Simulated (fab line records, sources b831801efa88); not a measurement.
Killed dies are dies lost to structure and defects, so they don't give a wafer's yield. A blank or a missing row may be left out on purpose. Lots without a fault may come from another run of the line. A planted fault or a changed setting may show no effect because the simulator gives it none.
One fault seen from 2 desks | flow sfq_line | each desk has only its own numbers; what lay behind them comes last

THE METROLOGY DESK
What the gauges read, lot by lot, whatever tool the lot ran on: means of the sampled wafers that have a number. A lot is out of limits, marked OUT, if its mean lies more than 4 standard deviations from the usual mean; the brackets give that distance.
Columns: A = M3_OVL at SFQ_M3_OVL_MEAS_921, usual 0 nm; B = I3_BOW at SFQ_I3_BOW_MEAS_922, usual 1 um; C = I3_OVL at SFQ_I3_OVL_MEAS_923, usual -4 nm
lot  | first seen here | A  | B  | C
L870 | day 29 19:27    | 5  | -4 | 3
L876 | day 32 20:28    | -3 | 4  | 1
L881 | day 34 20:29    | 9  | -1 | -14
L884 | day 36 06:06    | 1  | -4 | -6
L885 | day 36 21:43    | -2 | -2 | -10
L890 | day 38 17:02    | -4 | 1  | -6
This desk's finding: nothing out of limits on any of the 6 lots.

THE TOOL OWNER'S DESK: litho_track-04
The tool's own readings at SFQ_TRILAYER_I3_VIA_LITHO_COAT_085 (resist thk 650 nm): means of the sampled wafers that have a number, for each lot that ran on this tool. A lot is out of limits, marked OUT, if its mean lies more than 4 standard deviations from the usual mean; the brackets give that distance.
Columns: A = spin_speed_rpm at SFQ_TRILAYER_I3_VIA_LITHO_COAT_085, usual 3000.2 rpm
lot  | first seen here | A
L876 | day 34 09:39    | 3000.5
L881 | day 35 21:14    | 2803.7 (-98) OUT
L884 | day 36 20:07    | 2805.3 (-97) OUT
This desk's finding: out of limits on L881, L884; first on L881, day 35 21:14 (spin_speed_rpm at SFQ_TRILAYER_I3_VIA_LITHO_COAT_085). In limits: L876.

PUT TOGETHER
The tool owner's desk could have raised an alarm at day 35 21:14, on L881, L884.
The metrology desk saw nothing out of limits.
The metrology desk has L881, L884 on record, within its limits.
Of the lots named, all ran SFQ_TRILAYER_I3_VIA_LITHO_COAT_085 on litho_track-04.

WHAT THE SIMULATOR HAD PUT IN
Process parameter drift: litho_track-04, from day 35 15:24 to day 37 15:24, at SFQ_TRILAYER_I3_VIA_LITHO_COAT_085. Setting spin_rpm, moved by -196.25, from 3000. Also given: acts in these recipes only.
Lots struck among those shown: L881, L884.
Hours from the fault's start to each desk's first reading out of limits: the tool owner's desk, 6.
